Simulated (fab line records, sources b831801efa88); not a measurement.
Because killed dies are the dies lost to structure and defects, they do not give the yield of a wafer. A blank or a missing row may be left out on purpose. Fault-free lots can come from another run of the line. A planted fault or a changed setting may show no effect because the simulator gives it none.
fab line records -- flow sky130
record lots=11, wafers=33, last-day=50
route steps=708 shown FIELD_ISO@1 NWELL@82 LDD_N@246 POLY_CUT@318
lots that met no fault: taken from a fault-free run of the same line
start-h: hours from the record's first day to the start of the lot's first wafer shown -- wait-h: hours elapsed since this lot's preceding step -- " unchanged from the row above -- L1.1+2: a single row standing in for several wafers -- - no value present, or no start provided -- * or withheld: withheld -- < > ~ a bound
route shown NAME@n: a module of which the file shows steps, and the number in the route of the first -- usual: mean/standard deviation taken from wafers without a fault -- same: alike in all rows -- chamber/n: place in a boat -- sites: each site's reading -- _std_site: their standard deviation -- _edge_site: inner sites' mean taken away from outer sites' mean -- radius-mm: how far each site lies from the wafer's centre -- mask NAME#n: copy n -- behind: the last tool/chamber to shape the wafer -- hold: what put the lot on hold/how long, in hours/how the hold closed -- device: whichever transistor did not switch (one of n, p or np) -- end of line: the tests these same wafers got at the end of their route -- step lacking rows: just its recipe -- killed: dies that structure and defects cost at the first sort, which is not the same as the wafer's yield -- map: a wafer's dies, x killed, . not, _ none there
set.NAME: the setting the step ran with; set.NAME@STEP: the setting that earlier step ran with -- model.NAME: the simulator's own value behind a step, which no gauge read
the route's steps for a sample of lots (tables are steps, rows are wafers)
services: when a tool's chamber went out of use (start-h, in hours from the record's first day, below 0 if earlier), for how many hours, and the reason
## steps
# step SKY_FIELD_ISO_BOW_MEAS_00
# recipe mode=bow
# usual INCOMING_BOW=1/6.8
lot.wafer,tool,chamber,start-h,wait-h,INCOMING_BOW[um]
L615.1,film-metro-04,-,10.00,-,1
L615.3,film-metro-04,-,10.00,-,5
L615.5,film-metro-04,-,10.00,-,-6
L616.3,film-metro-04,-,15.04,-,-1
L616.4,film-metro-04,-,15.04,-,1
L616.5,film-metro-04,-,15.04,-,-13
L617.1,film-metro-02,-,20.00,-,-2
L617.3,film-metro-02,-,20.00,-,-3
L617.5,film-metro-02,-,20.00,-,1
L619.2,film-metro-01,-,30.02,-,-1
L619.3,film-metro-01,-,30.02,-,3
L619.4,film-metro-01,-,30.02,-,1
L625.3,film-metro-02,-,60.04,-,-3
L625.4,film-metro-02,-,60.04,-,-3
L625.6,film-metro-02,-,60.04,-,8
L626.3,film-metro-01,-,65.04,-,9
L626.5,film-metro-01,-,65.04,-,1
L626.6,film-metro-01,-,65.04,-,-17
L628.2,film-metro-01,-,75.02,-,8
L628.4,film-metro-01,-,75.02,-,-6
L628.6,film-metro-01,-,75.02,-,5
L630.2,film-metro-02,-,85.02,-,0
L630.3,film-metro-02,-,85.02,-,-13
L630.5,film-metro-02,-,85.02,-,11
L632.1,film-metro-01,-,95.00,-,2
L632.4,film-metro-01,-,95.00,-,-8
L632.5,film-metro-01,-,95.00,-,-4
L636.1,film-metro-02,-,115.00,-,-1
L636.5,film-metro-02,-,115.00,-,2
L636.6,film-metro-02,-,115.00,-,16
L637.3,film-metro-02,-,120.04,-,0
L637.5,film-metro-02,-,120.04,-,6
L637.6,film-metro-02,-,120.04,-,-1
# step SKY_NWELL_RS_MEAS_29
# recipe thk-meas-gauge=four-point-probe
# usual NWELL_RS=624.6/1.6
lot.wafer,tool,chamber,start-h,wait-h,NWELL_RS[ohm/sq]
L615.1,film-metro-03,-,100.33,0.1,623.8
L615.3,film-metro-03,-,100.33,0.1,624.2
L615.5,film-metro-03,-,100.33,0.1,622.3
L616.3,film-metro-01,-,110.23,0.1,622.4
L616.4,film-metro-01,-,110.23,0.1,624.2
L616.5,film-metro-01,-,110.23,0.1,624.8
L617.1,film-metro-04,-,115.50,0.1,626.2
L617.3,film-metro-04,-,115.50,0.1,626.1
L617.5,film-metro-04,-,115.50,0.1,627.0
L619.2,film-metro-03,-,127.55,0.1,623.7
L619.3,film-metro-03,-,127.55,0.1,623.2
L619.4,film-metro-03,-,127.55,0.1,623.0
L625.3,film-metro-03,-,163.50,0.1,624.9
L625.4,film-metro-03,-,163.50,0.1,623.5
L625.6,film-metro-03,-,163.50,0.1,624.0
L626.3,film-metro-04,-,173.99,0.1,626.9
L626.5,film-metro-04,-,173.99,0.1,624.7
L626.6,film-metro-04,-,173.99,0.1,622.3
L628.2,film-metro-04,-,188.48,0.1,624.9
L628.4,film-metro-04,-,188.48,0.1,625.2
L628.6,film-metro-04,-,188.48,0.1,626.7
L630.2,film-metro-01,-,195.98,0.1,624.5
L630.3,film-metro-01,-,195.98,0.1,623.7
L630.5,film-metro-01,-,195.98,0.1,622.0
L632.1,film-metro-04,-,209.86,0.1,625.6
L632.4,film-metro-04,-,209.86,0.1,625.0
L632.5,film-metro-04,-,209.86,0.1,624.6
L636.1,film-metro-04,-,236.93,0.1,625.7
L636.5,film-metro-04,-,236.93,0.1,625.1
L636.6,film-metro-04,-,236.93,0.1,628.1
L637.3,film-metro-01,-,237.69,0.1,624.9
L637.5,film-metro-01,-,237.69,0.1,626.1
L637.6,film-metro-01,-,237.69,0.1,622.5
# step SKY_LDD_N_IMPLANT_09
# recipe species=As, energy-kev=20, dose-cm2=7.5e+13, tilt-deg=withheld, rotation-deg=113
# usual dose-ions-cm2=7.501e+13/7.9e+10, faraday-current-uA=421/8.3
lot.wafer,tool,chamber,start-h,wait-h,dose-ions-cm2,faraday-current-uA
L615.1,implanter-01,0,409.85,0.1,7.502e+13,434
L615.3,implanter-01,0,409.85,0.1,7.501e+13,426
L615.5,implanter-01,0,409.85,0.1,7.51e+13,426
L617.1,implanter-01,0,428.85,0.1,7.503e+13,407
L617.3,implanter-01,0,428.85,0.1,7.498e+13,420
L617.5,implanter-01,0,428.85,0.1,7.515e+13,418
L616.3,implanter-01,0,432.62,0.1,7.488e+13,428
L616.4,implanter-01,0,432.62,0.1,7.498e+13,413
L616.5,implanter-01,0,432.62,0.1,7.49e+13,425
L619.2,implanter-02,0,442.28,0.1,7.485e+13,419
L619.3,implanter-02,0,442.28,0.1,7.502e+13,439
L619.4,implanter-02,0,442.28,0.1,7.507e+13,427
L625.3,implanter-04,0,496.92,0.1,7.511e+13,403
L625.4,implanter-04,0,496.92,0.1,7.504e+13,431
L625.6,implanter-04,0,496.92,0.1,7.509e+13,424
L626.3,implanter-01,0,507.55,0.1,7.37e+12,43
L626.5,implanter-01,0,507.55,0.1,7.53e+12,44
L626.6,implanter-01,0,507.55,0.1,7.53e+12,42
L628.2,implanter-01,0,521.94,0.1,7.59e+12,42
L628.4,implanter-01,0,521.94,0.1,7.49e+12,41
L628.6,implanter-01,0,521.94,0.1,7.44e+12,41
L630.2,implanter-02,0,535.59,0.1,7.494e+13,419
L630.3,implanter-02,0,535.59,0.1,7.512e+13,418
L630.5,implanter-02,0,535.59,0.1,7.498e+13,429
L632.1,implanter-02,0,553.10,0.1,7.503e+13,415
L632.4,implanter-02,0,553.10,0.1,7.494e+13,418
L632.5,implanter-02,0,553.10,0.1,7.506e+13,429
L636.1,implanter-04,0,584.55,0.1,7.497e+13,425
L636.5,implanter-04,0,584.55,0.1,7.494e+13,419
L636.6,implanter-04,0,584.55,0.1,7.505e+13,419
L637.3,implanter-02,0,586.35,0.1,7.498e+13,427
L637.5,implanter-02,0,586.35,0.1,7.5e+13,429
L637.6,implanter-02,0,586.35,0.1,7.492e+13,411
# step SKY_LDD_N_STRIP_16
# recipe chemistry=O2/N2, power-w=1400, pressure-mtorr=1500, platen-temp-c=withheld, o2-flow-sccm=3000, n2-flow-sccm=300, overash-fraction=0.5
# usual drypump-motor-current-A=5.9/0.62, oes-product-au=0.407/0.0047, strip-time-to-endpoint-s=4.312/0.016
lot.wafer,tool,chamber,start-h,wait-h,drypump-motor-current-A,oes-product-au,rf-hours-counter-h,strip-time-to-endpoint-s
L615.1,plasma-asher-03,1,410.90,0.1,5.3,0.399,27,4.324
L615.3,plasma-asher-03,0,410.90,0.1,6.2,0.414,-,4.310
L615.5,plasma-asher-03,0,410.90,0.1,6.2,0.401,-,4.315
L617.1,plasma-asher-02,1,429.90,0.1,6.5,0.411,61,4.319
L617.3,plasma-asher-02,1,429.90,0.1,6.5,0.406,-,4.332
L617.5,plasma-asher-02,0,429.90,0.1,5.8,0.408,-,4.313
L616.3,plasma-asher-04,0,433.65,0.1,5.1,0.405,-,4.314
L616.4,plasma-asher-04,1,433.65,0.1,6.7,0.405,-,4.316
L616.5,plasma-asher-04,0,433.65,0.1,5.1,0.406,-,4.327
L619.2,plasma-asher-02,0,443.30,0.1,5.8,0.406,62,4.317
L619.3,plasma-asher-02,1,443.30,0.1,6.4,0.413,-,4.294
L619.4,plasma-asher-02,0,443.30,0.1,5.8,0.418,-,4.297
L625.3,plasma-asher-03,0,497.95,0.1,6.2,0.400,-,4.294
L625.4,plasma-asher-03,1,497.95,0.1,5.3,0.404,-,4.311
L625.6,plasma-asher-03,0,497.95,0.1,6.2,0.414,-,4.321
L626.3,plasma-asher-02,1,508.59,0.1,6.4,0.408,-,4.160
L626.5,plasma-asher-02,1,508.59,0.1,6.4,0.403,-,4.175
L626.6,plasma-asher-02,0,508.59,0.1,5.8,0.410,-,4.166
L628.2,plasma-asher-04,1,522.97,0.1,6.7,0.412,10,4.141
L628.4,plasma-asher-04,0,522.97,0.1,5.1,0.406,-,4.142
L628.6,plasma-asher-04,0,522.97,0.1,5.2,0.405,-,4.157
L630.2,plasma-asher-02,1,536.62,0.1,6.5,0.396,72,4.292
L630.3,plasma-asher-02,0,536.62,0.1,5.8,0.403,-,4.331
L630.5,plasma-asher-02,1,536.62,0.1,6.5,0.401,-,4.310
L632.1,plasma-asher-04,0,554.15,0.1,5.1,0.404,13,4.307
L632.4,plasma-asher-04,0,554.15,0.1,5.1,0.403,-,4.288
L632.5,plasma-asher-04,1,554.15,0.1,6.7,0.408,-,4.313
L636.1,plasma-asher-04,0,585.60,0.1,5.1,0.409,16,4.309
L636.5,plasma-asher-04,0,585.60,0.1,5.1,0.411,-,4.323
L636.6,plasma-asher-04,1,585.60,0.1,6.7,0.412,-,4.294
L637.3,plasma-asher-04,0,587.39,0.1,5.1,0.407,-,4.295
L637.5,plasma-asher-04,0,587.39,0.1,5.1,0.404,-,4.310
L637.6,plasma-asher-04,1,587.39,0.1,6.7,0.407,-,4.299
# step SKY_LDD_N_TW_MEAS_17
# usual LDD_N_TW=2599/19
lot.wafer,tool,chamber,start-h,wait-h,hold,LDD_N_TW
L615.1,film-metro-02,-,411.00,0.1,-,2601
L615.3,film-metro-02,-,411.00,0.1,-,2588
L615.5,film-metro-02,-,411.00,0.1,-,2601
L617.1,film-metro-04,-,430.00,0.1,-,2615
L617.3,film-metro-04,-,430.00,0.1,-,2618
L617.5,film-metro-04,-,430.00,0.1,-,2615
L616.3,film-metro-02,-,433.74,0.1,-,2581
L616.4,film-metro-02,-,433.74,0.1,-,2609
L616.5,film-metro-02,-,433.74,0.1,-,2593
L619.2,film-metro-02,-,443.41,0.1,-,2601
L619.3,film-metro-02,-,443.41,0.1,-,2602
L619.4,film-metro-02,-,443.41,0.1,-,2592
L625.3,film-metro-01,-,498.04,0.1,-,2577
L625.4,film-metro-01,-,498.04,0.1,-,2572
L625.6,film-metro-01,-,498.04,0.1,-,2578
L626.3,film-metro-02,-,508.67,0.1,await-dispo/0.2h/release,2465
L626.5,film-metro-02,-,508.67,0.1,await-dispo/0.2h/release,2472
L626.6,film-metro-02,-,508.67,0.1,await-dispo/0.2h/release,2474
L626.3,film-metro-02,-,508.90,0.2,-,2471
L626.5,film-metro-02,-,508.90,0.2,-,2480
L626.6,film-metro-02,-,508.90,0.2,-,2477
L628.2,film-metro-02,-,523.08,0.1,await-dispo/0.2h/release,2472
L628.4,film-metro-02,-,523.08,0.1,await-dispo/0.2h/release,2474
L628.6,film-metro-02,-,523.08,0.1,await-dispo/0.2h/release,2481
L628.2,film-metro-02,-,523.31,0.2,-,2483
L628.4,film-metro-02,-,523.31,0.2,-,2465
L628.6,film-metro-02,-,523.31,0.2,-,2487
L630.2,film-metro-04,-,536.73,0.1,-,2612
L630.3,film-metro-04,-,536.73,0.1,-,2620
L630.5,film-metro-04,-,536.73,0.1,-,2628
L632.1,film-metro-04,-,554.25,0.1,-,2612
L632.4,film-metro-04,-,554.25,0.1,-,2606
L632.5,film-metro-04,-,554.25,0.1,-,2611
L636.1,film-metro-04,-,585.70,0.1,-,2626
L636.5,film-metro-04,-,585.70,0.1,-,2635
L636.6,film-metro-04,-,585.70,0.1,-,2625
L637.3,film-metro-02,-,587.47,0.1,-,2596
L637.5,film-metro-02,-,587.47,0.1,-,2599
L637.6,film-metro-02,-,587.47,0.1,-,2599
# step SKY_POLY_CUT_ETCH_11
# recipe target=Si3N4, chemistry=CF4/CH2F2/Ar, stop-on=poly-Si, source-w=600, bias-w=150, pressure-mtorr=40, cf4-flow-sccm=40, ch2f2-flow-sccm=20, Ar_flow_sccm=150, time-s=42.5, target-depth-a=600
# usual cf4-flow-sccm=40.01/0.11, drypump-motor-current-A=6.0/0.39, oes-product-au=0.832/0.0063, throttle-valve-pct=14.994/0.0096
# same time-s=42.5
lot.wafer,tool,chamber,start-h,wait-h,cf4-flow-sccm,drypump-motor-current-A,oes-product-au,rf-hours-counter-h,throttle-valve-pct
L615.1,rie-diel-02,2,565.00,0.0,39.97,6.2,0.820,6,14.992
L615.3,rie-diel-02,3,565.00,0.0,40.06,5.6,0.838,67,14.976
L615.5,rie-diel-02,2,565.00,0.0,39.90,6.3,0.820,-,15.011
L617.1,rie-diel-01,2,584.53,0.0,40.06,5.3,0.828,10,14.989
L617.3,rie-diel-01,1,584.53,0.0,40.11,5.9,0.824,5,14.997
L617.5,rie-diel-01,3,584.53,0.0,40.15,6.0,0.831,-,14.992
L616.3,rie-diel-02,0,588.56,0.0,39.96,6.1,0.824,2,14.995
L616.4,rie-diel-02,1,588.56,0.0,40.16,6.6,0.820,11,14.975
L616.5,rie-diel-02,3,588.56,0.0,40.08,5.6,0.839,-,15.006
L619.2,rie-diel-01,1,596.55,0.0,40.05,5.9,0.815,6,15.000
L619.3,rie-diel-01,0,596.55,0.0,39.96,6.4,0.826,20,14.996
L619.4,rie-diel-01,3,596.55,0.0,40.01,6.0,0.826,51,14.997
L625.3,rie-diel-02,2,646.85,0.0,40.07,6.3,0.826,8,14.997
L625.4,rie-diel-02,1,646.85,0.0,39.93,6.6,0.824,12,14.998
L625.6,rie-diel-02,1,646.85,0.0,39.91,6.6,0.823,-,15.001
L626.3,rie-diel-02,1,659.11,0.0,39.91,6.5,0.837,13,14.987
L626.5,rie-diel-02,3,659.11,0.0,40.12,5.6,0.833,-,14.986
L626.6,rie-diel-02,2,659.11,0.0,40.00,6.3,0.833,-,14.999
L628.2,rie-diel-01,3,672.61,0.0,40.11,6.0,0.826,52,15.004
L628.4,rie-diel-01,2,672.61,0.0,40.00,5.3,0.835,11,15.000
L628.6,rie-diel-01,0,672.61,0.0,39.99,6.4,0.836,-,15.005
L630.2,rie-diel-03,1,684.58,0.0,40.01,6.1,0.829,9,14.999
L630.3,rie-diel-03,1,684.58,0.0,40.00,6.1,0.826,-,14.986
L630.5,rie-diel-03,3,684.58,0.0,40.10,5.9,0.828,-,15.009
L632.1,rie-diel-01,2,702.00,0.0,40.10,5.3,0.831,12,14.992
L632.4,rie-diel-01,1,702.00,0.0,39.87,5.9,0.840,8,15.004
L632.5,rie-diel-01,2,702.00,0.0,40.10,5.3,0.831,-,14.988
L636.1,rie-diel-01,2,730.21,0.0,40.06,5.4,0.843,13,14.989
L636.5,rie-diel-01,1,730.21,0.0,40.09,5.9,0.838,-,14.987
L636.6,rie-diel-01,0,730.21,0.0,40.23,6.4,0.831,-,15.003
L637.3,rie-diel-01,2,732.10,0.0,40.00,5.3,0.826,13,14.977
L637.5,rie-diel-01,1,732.10,0.0,40.02,5.9,0.840,-,14.994
L637.6,rie-diel-01,2,732.10,0.0,40.04,5.3,0.834,-,15.001
## services
tool,chamber,start-h,hours,kind
plasma-asher-04,-,393.71,28.1,pm
rie-diel-01,1,413.94,10.9,repair
plasma-asher-04,-,421.81,9.0,pm
rie-diel-02,3,435.99,18.1,repair
implanter-01,-,437.03,16.9,repair
rie-diel-02,2,444.75,3.5,repair
rie-diel-01,-,454.73,0.8,repair
rie-diel-01,0,458.44,5.2,repair
plasma-asher-04,-,470.35,1.4,repair
rie-diel-02,3,473.47,2.4,repair
implanter-02,-,473.52,0.9,repair
rie-diel-01,3,476.70,5.9,repair
rie-diel-02,1,483.77,3.6,repair
rie-diel-01,3,526.44,5.8,repair
rie-diel-01,0,541.82,3.8,repair
implanter-01,-,542.31,5.9,repair
plasma-asher-04,-,546.17,2.8,pm
rie-diel-01,0,547.14,22.0,repair
plasma-asher-04,-,574.57,0.7,repair
rie-diel-01,-,619.92,14.6,pm
rie-diel-01,3,638.72,9.6,repair
rie-diel-01,3,691.23,6.0,repair
plasma-asher-04,-,692.04,1.3,repair
implanter-01,-,720.44,4.0,pm
## key
first-sign step=SKY_LDD_N_IMPLANT_09, reading=dose-ions-cm2, direction=down, sigmas=99+, usual=*, struck=*
effect step=SKY_LDD_N_IMPLANT_09, reading=faraday-current-uA, direction=down, sigmas=45, usual=421, struck=42
effect step=SKY_LDD_N_STRIP_16, reading=strip-time-to-endpoint-s, direction=down, sigmas=9.9, usual=*, struck=*
effect step=SKY_LDD_N_TW_MEAS_17, reading=visit, direction=added
effect step=SKY_LDD_N_TW_MEAS_17, reading=LDD_N_TW, direction=down, sigmas=6.6, usual=2599, struck=2473
met-at SKY_LDD_N_IMPLANT_09
struck-lots L626,L628
tester-left-out L626,L628
not-acting-at SKY_FIELD_ISO_BOW_MEAS_00,SKY_NWELL_RS_MEAS_29,SKY_POLY_CUT_ETCH_11
onset-between 432.62 507.55
fault kind=process-parameter-drift, tool=implanter-01, chamber=-, onset-h=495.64, steps=SKY_LDD_N_IMPLANT_09, channel=dose-cm2, offset=*, shape=step, end-h=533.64, acts-in=*, stated=*
# tester-left-out: of these lots the tester's yield and bins aren't shown, on N5 and GAA mostly nor the transistor test; their killed dies are dies lost to structure and defects alone, not to doping, threshold or leakage, so they don't give the yield
